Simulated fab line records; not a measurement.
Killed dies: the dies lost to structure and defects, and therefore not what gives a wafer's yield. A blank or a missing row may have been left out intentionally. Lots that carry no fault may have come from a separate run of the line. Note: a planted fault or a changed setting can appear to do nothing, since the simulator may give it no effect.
Comparing a struck lot with a sound one    flow sky130    43 out of 708 route steps
Sound: these wafers, L860.2, L860.3, L860.5. Struck: wafers L866.1, L866.5. (L866.4 of the same lot was not struck and is left out.) The cause comes at the end.
Each step with rows lists, per side, the tool, then ch with its chambers, then its first start. Under that, the readings that differ: sound wafers    struck wafers    difference of the means    sigmas: that difference in standard deviations of wafers without a fault.
alike: words and numbers the same on both sides, and readings whose means are apart by under 2 such deviations; not compared: readings that were withheld, readings missing a value for some wafer, numbers with overlapping values and no deviation given by the record, and bounds like >300 which may hide the same value.
Wherever a step has rows on one side only, a row that says differs or no value, or a row with sigmas, the two part there. Numbers that have no deviation but don't overlap get no sigmas and don't part them. A reading missing from all wafers of one side parts the sides only when that side holds two or more wafers.

SKY_CONTACT_CMP_04: polishes SiO2.
  sound on cmp-02 ch 0,3, day 32 19:05; struck on cmp-02 ch 1, day 34 13:08
  alike: motor current A, time to endpoint s
SKY_CONTACT_BOW_MEAS_05:
  sound: film metro-03 at day 32 19:24; struck: film metro-02 at day 34 13:23
  alike: CONTACT_BOW
then, 8 steps without rows for these wafers: SKY_CONTACT_DEHYDRATE_06 (time 60 s); SKY_CONTACT_HMDS_07 (prime time 60 s); SKY_CONTACT_COAT_08 (resist thk 60 nm); SKY_CONTACT_COAT_09 (resist thk 450 nm); SKY_CONTACT_SOFTBAKE_10 (time 90 s); SKY_CONTACT_EXPOSE_11 (exposes mask CTM1, target cd 170 nm); SKY_CONTACT_PEB_12; SKY_CONTACT_DEVELOP_13 (develop time 60 s).
SKY_CONTACT_CD_MEAS_14: target cd 170 nm.
  sound: cd sem-01 at day 33 22:19; struck: cd sem-02 at day 35 16:42
  alike: cd nm
SKY_CONTACT_OVL_MEAS_15:
  sound: overlay-01 at day 33 22:26; struck: overlay-02 at day 35 16:49
  alike: CONTACT_OVL
SKY_CONTACT_ETCH_16: etches BARC in N2/H2, stops on SiO2, time 45.9 s, target depth 60 nm.
  sound on rie diel-02 ch 1,3, day 33 22:28; struck on rie diel-01 ch 1, day 35 16:52
reading                      sound        struck   difference  sigmas
drypump motor current A (A)  6.0 5.2 5.3  6.6 6.6  +1.1        +2
  alike: oes product au, throttle valve pct
  not compared: rf hours counter h
then, 8 steps without rows for these wafers: SKY_CONTACT_ETCH_17 (etches SiO2 in C4F8/O2/Ar, stops on Si3N4, target depth 340 nm); SKY_CONTACT_ETCH_18 (etches Si3N4 in CHF3/O2, stops on TiN, time 39 s, target depth 75 nm); SKY_CONTACT_STRIP_19 (strips in O2/N2); SKY_CONTACT_STRIP_20 (strips in post etch residue remover, time 1200 s); SKY_CONTACT_CLEAN_21 (cleans in IPA, time 180 s); SKY_CONTACT_CLEAN_22 (cleans in O3/DIW); SKY_CONTACT_SPUTTER_23 (material TiN, target thk 20 nm, time 80 s); SKY_CONTACT_CVD_24 (deposits W, target thk 340 nm, time 102.12 s).
SKY_CONTACT_RS_MEAS_25: uses a four-point probe to measure.
  sound: film metro-04 at day 33 23:35; struck: film metro-04 at day 35 17:45
reading                sound              struck       difference  sigmas
CONTACT_W_RS (ohm/sq)  0.327 0.330 0.328  0.340 0.343  +0.013      +3
SKY_CONTACT_THK_MEAS_26: measures by xrf.
  sound: film metro-04 at day 33 23:41; struck: film metro-04 at day 35 17:52
  alike: CONTACT_W_THK
then, 1 step without rows for these wafers: SKY_CONTACT_CMP_27 (polishes, stops on SiO2, t overpolish 15 s, target thk 0 nm).
SKY_METAL1_SPUTTER_00: material Ti, target thk 15 nm, time 10 s.
  sound: pvd sputter-03 at day 34 00:02; struck: pvd sputter-03 at day 35 18:14
  alike: cathode dc power W, throttle valve pct
SKY_METAL1_SPUTTER_01: material TiN, target thk 20 nm, time 16.7 s.
  sound: pvd sputter-03 at day 34 00:04; struck: pvd sputter-03 at day 35 18:15
  alike: cathode dc power W, throttle valve pct
then, 2 steps without rows for these wafers: SKY_METAL1_SPUTTER_02 (material AlCu, target thk 250 nm, time 13.3 s); SKY_METAL1_SPUTTER_03 (material Ti, target thk 5 nm, time 3.3 s).
SKY_METAL1_SPUTTER_04: material TiN, target thk 70 nm, time 58.3 s.
  sound: pvd sputter-03 at day 34 00:08; struck: pvd sputter-03 at day 35 18:19
  alike: cathode dc power W, throttle valve pct
SKY_METAL1_RS_MEAS_05: uses a four-point probe to measure.
  sound: film metro-03 at day 34 00:12; struck: film metro-01 at day 35 18:22
  alike: METAL1_ALCU_RS
SKY_METAL1_THK_MEAS_06: measures by xrf.
  sound: film metro-03 at day 34 00:19; struck: film metro-01 at day 35 18:29
reading               sound              struck       difference  sigmas
METAL1_ALCU_THK (nm)  250.0 247.7 248.5  255.3 255.6  +6.7        +2
then, 8 steps without rows for these wafers: SKY_METAL1_DEHYDRATE_07 (time 60 s); SKY_METAL1_HMDS_08 (prime time 60 s); SKY_METAL1_COAT_09 (resist thk 60 nm); SKY_METAL1_COAT_10 (resist thk 450 nm); SKY_METAL1_SOFTBAKE_11 (time 90 s); SKY_METAL1_EXPOSE_12 (exposes mask MM1, target cd 140 nm); SKY_METAL1_PEB_13; SKY_METAL1_DEVELOP_14 (develop time 60 s).
SKY_METAL1_CD_MEAS_15: target cd 140 nm.
  sound: cd sem-01 at day 35 03:29; struck: cd sem-02 at day 36 21:30
  alike: cd nm
SKY_METAL1_OVL_MEAS_16:
  sound: overlay-01 at day 35 03:35; struck: overlay-02 at day 36 21:37
  alike: METAL1_OVL
SKY_METAL1_DESCUM_17: chemistry O2, time 8 s.
  sound on rie metal-03 ch 0,1, day 35 03:37; struck on rie metal-04 ch 0,1, day 36 21:39
  alike: drypump motor current A, oes product au
  not compared: rf hours counter h
-- the record jumps here: 12 days lie between the struck wafers' starts before and after (it left off in module METAL1 and takes up again in module PAD_OPEN, whose first step shown is number 708 of the route) --
SKY_PAD_OPEN_PROBE_99:
  sound: prober-02 at day 47 23:23; struck: prober-02 at day 49 05:46
reading             sound      struck   difference  sigmas
killed at contacts  31 20 30   80 72    +49         +8
killed dies         93 70 107  136 126  +41         +4
  alike: killed_at_M0_to_M3, killed_at_M4_up, killed at front end, killed at other, killed on rim, killed open, killed short

== WHERE THEY PART ==
First at SKY_CONTACT_ETCH_16; last, within this record, at SKY_PAD_OPEN_PROBE_99.

WHY: whatever the simulator had introduced
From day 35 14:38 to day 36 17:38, rie diel-01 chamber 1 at SKY_CONTACT_ETCH_16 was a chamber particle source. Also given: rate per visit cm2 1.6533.
